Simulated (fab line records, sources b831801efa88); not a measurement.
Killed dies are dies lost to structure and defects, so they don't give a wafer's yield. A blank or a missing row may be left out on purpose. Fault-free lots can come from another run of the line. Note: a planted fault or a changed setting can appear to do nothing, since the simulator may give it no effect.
Struck lot and sound lot, side by side / flow sky130 / 15 steps out of a route of 708
Sound: these wafers, L912.1, L912.3, L912.5. Struck: wafers L920.4, L920.6 (left out: L920.3, a lot-mate that was not struck); the cause follows at the end.
For every step that has rows: the tool of each side, followed by ch and its chambers, followed by its first start. Under that, the readings that differ: sound wafers / struck wafers / difference of the means / sigmas: that difference in standard deviations of wafers without a fault.
alike: readings whose means differ by less than 2 such deviations, and words and numbers that are the same on both sides. not compared: withheld readings, readings that some wafer has no value for, bounds like >300 that may hide the same value, and numbers for which the record gives no deviation and whose values overlap.
A row with sigmas, a row that says differs or no value, or rows on one side alone: a step with any of these is where the two part. Numbers that have no deviation but don't overlap get no sigmas and don't part them. A reading missing from all wafers of one side parts the sides only when that side holds two or more wafers.

SKY_VIA1_CMP_02: polishes SiO2.
  sound on cmp-02 ch 0,2,3, day 33 11:19; struck on cmp-02 ch 0,1, day 35 18:10
  alike: edgeZonePressureFrac, motorCurrentA
SKY_VIA1_BOW_MEAS_03:
  sound on filmMetro-03 at day 33 11:34; struck on filmMetro-03 at day 35 18:27
  alike: VIA1_BOW
then, 8 steps without rows for these wafers: SKY_VIA1_DEHYDRATE_04 (time 60 s); SKY_VIA1_HMDS_05 (prime time 60 s); SKY_VIA1_COAT_06 (resist thk 60 nm); SKY_VIA1_COAT_07 (resist thk 450 nm); SKY_VIA1_SOFTBAKE_08 (time 90 s); SKY_VIA1_EXPOSE_09 (exposes mask VIM, target cd 150 nm); SKY_VIA1_PEB_10; SKY_VIA1_DEVELOP_11 (develop time 60 s).
SKY_VIA1_CD_MEAS_12 targets a cd of 150 nm.
  sound on cdSem-01 at day 34 14:27; struck on cdSem-02 at day 36 20:05
  alike: cdNm
SKY_VIA1_OVL_MEAS_13:
  sound on overlay-01 at day 34 14:34; struck on overlay-01 at day 36 20:11
  alike: VIA1_OVL
SKY_VIA1_ETCH_14: etches BARC in N2/H2, stops on SiO2, time 45.9 s, target depth 60 nm.
  sound on rieDiel-01 ch 1,3, day 34 14:37; struck on rieDiel-04 ch 0,3, day 36 20:12
reading=drypumpMotorCurrentA (A); sound=6.4 6.4 6.4; struck=4.9 5.4; difference=-1.2; sigmas=-3
reading=oesProductAu (a.u.); sound=0.862 0.851 0.855; struck=0.978 0.970; difference=+0.118; sigmas=+23
reading=rfFwdPowerW (W); sound=495.2 493.3 496.2; struck=- -; difference=no value on the struck wafers; sigmas=
reading=runLengthS (s); sound=74.7 74.6 74.6; struck=68.1 68.6; difference=-6.3; sigmas=-13
reading=model.KrF-thick_of_VIA1_COAT_07.thkNm (nm); sound=392.6 393.2 393.2; struck=398.7 396.9; difference=+4.8; sigmas=
  alike: n2FlowSccm, throttleValvePct
  not compared: rfHoursCounterH
SKY_VIA1_ETCH_15: etches SiO2 in C4F8/O2/Ar, stops on TiN, target depth 351 nm, time 54 s.
  sound on rieDiel-01 ch 1,3, day 34 14:39; struck on rieDiel-04 ch 0,3, day 36 20:14
reading=model.KrF-thick_of_VIA1_COAT_07.thkNm (nm); sound=322.4 323.9 323.1; struck=329.2 324.7; difference=+3.8; sigmas=
  alike: oesProductAu, rfFwdPowerW, runLengthS
  not compared: rfHoursCounterH
SKY_VIA1_STRIP_16: strips in O2/N2.
  sound on plasmaAsher-02 ch 0,1, day 34 14:42; struck on plasmaAsher-02 ch 0, day 36 20:19
  alike: drypumpMotorCurrentA, n2FlowSccm, oesProductAu, stripTimeToEndpointS
  not compared: rfHoursCounterH

## WHERE THEY PART
Only at SKY_VIA1_ETCH_14, within this record. Later steps at which nothing parts them and some readings are alike: SKY_VIA1_ETCH_15, SKY_VIA1_STRIP_16.

WHY: what had been put in by the simulator
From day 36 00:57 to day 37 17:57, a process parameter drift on rieDiel-04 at SKY_VIA1_ETCH_14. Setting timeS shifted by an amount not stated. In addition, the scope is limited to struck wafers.
